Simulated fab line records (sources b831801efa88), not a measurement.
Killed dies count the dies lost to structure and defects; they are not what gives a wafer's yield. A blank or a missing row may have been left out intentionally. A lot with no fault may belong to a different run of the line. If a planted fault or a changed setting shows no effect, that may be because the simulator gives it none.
Split-lot trial ; flow gf180mcu ; 5 lots, 17 wafers read, on a route of 602 steps

== SPLIT DETAILS ==
At GF_M3_METAL_ETCH_16 (etches the open film in Cl2/BCl3, stops on SiO2, target depth 627.5 nm, time 104.6 s), the setting icp_w was moved away from the recipe's 800 W on 7 of the 17 wafers read, by -11.0% to +4.4%. This setting was run at the recipe's value on the other wafers.

Reading taken at the split's own step.

== THE READING ==
KrF_of_M3_COAT_09.thk_nm (the simulator's own value, which no gauge read), in nm, at GF_M3_METAL_ETCH_16 (etches the open film in Cl2/BCl3, stops on SiO2, target depth 627.5 nm, time 104.6 s). There is no usual value for it anywhere in the file. Average 736.3 nm, standard deviation 3.3 nm, over the 10 wafers here run with the recipe.

wafer;tool, chamber at the split;icp_w as run, W;against the recipe;KrF_of_M3_COAT_09.thk_nm, nm;against lot-mates on the recipe
L076.5;rie_metal-03, 1;835.2;+4.4%;739;no lot-mate on the recipe
L076.6;rie_metal-03, 0;835.2;+4.4%;726;no lot-mate on the recipe
L077.1;rie_metal-04, 1;800;recipe;735.2;-
L077.3;rie_metal-04, 0;800;recipe;741.7;-
L077.4;rie_metal-04, 1;758;-5.2%;749.6;+11.8
L077.5;rie_metal-04, 1;800;recipe;736.5;-
L077.6;rie_metal-04, 0;758;-5.2%;752;+14.2
L079.1;rie_metal-02, 0;711.6;-11.0%;759.4;+26.9
L079.2;rie_metal-02, 1;800;recipe;734.3;-
L079.3;rie_metal-02, 0;711.6;-11.0%;760.5;+28.0
L079.4;rie_metal-02, 1;800;recipe;730;-
L079.5;rie_metal-02, 1;800;recipe;733.2;-
L080.2;rie_metal-03, 0;800;recipe;739.3;-
L080.4;rie_metal-03, 1;835.5;+4.4%;727.8;-11.5
L082.2;rie_metal-04, 0;800;recipe;739.5;-
L082.5;rie_metal-04, 1;800;recipe;735.6;-
L082.6;rie_metal-04, 0;800;recipe;738;-

FIT RESULTS
A straight line over all 17 wafers: KrF_of_M3_COAT_09.thk_nm changes by -2.02 nm for each +1% of icp_w; r = -0.92; the points scatter about the line by 4.1 nm.
The same after taking each lot's own level away (the mean of its wafers on the recipe; 15 wafers): -2.49 nm for each +1%; r = -0.99; scatter 1.9 nm.
That fit puts the effect of the largest move of icp_w on the reading at 28 nm.
The span of the lots' own levels, 732.50 to 739.30 nm, comes to 2.1 times the standard deviation stated above.
In other words, the slope is changed by the lot-to-lot level; the two fits disagree.
Check: for one of the wafers moved furthest among these (-11.0%), held out of the fit, the line's prediction against its lot-mates is +27.9 nm. It came out at +26.9 nm against them.

== OTHER SPLITS ON THESE WAFERS ==
Before the reading, these wafers also passed through other splits. Each is held against what the fit with the lots' levels taken away leaves over:
other split on the same wafers;wafers away from the commonest value;r with KrF_of_M3_COAT_09.thk_nm (lot level and that fit taken away)
GF_V2_PEB_12 peb_temp_c;7;+0.06
GF_V2_SPUTTER_21 time_s;3;-0.42
GF_M3_SPUTTER_03 power_w;3;-0.01

== THE WHOLE CHAIN: every reading that the file lists as answering this split, in the file's order ==
step;what it does;reading;change (the file's fit);r (the file's)
GF_M3_METAL_ETCH_16;etches the open film in Cl2/BCl3, stops on SiO2, target depth 627.5 nm, time 104.6 s;M3.feature_depth_nm (the simulator's own value, which no gauge read);+2.62 nm for each +1% of the setting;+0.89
GF_M3_METAL_ETCH_16;etches the open film in Cl2/BCl3, stops on SiO2, target depth 627.5 nm, time 104.6 s;KrF_of_M3_COAT_09.thk_nm (the simulator's own value, which no gauge read);-2.49 nm for each +1% of the setting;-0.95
GF_M3_STRIP_17;strips in O2/N2;strip_time_to_endpoint_s;withheld for each +1% of the setting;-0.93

== THE FILE'S OWN FIT ==
KrF_of_M3_COAT_09.thk_nm changes by -2.49 nm for each +1% of icp_w, r = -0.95.
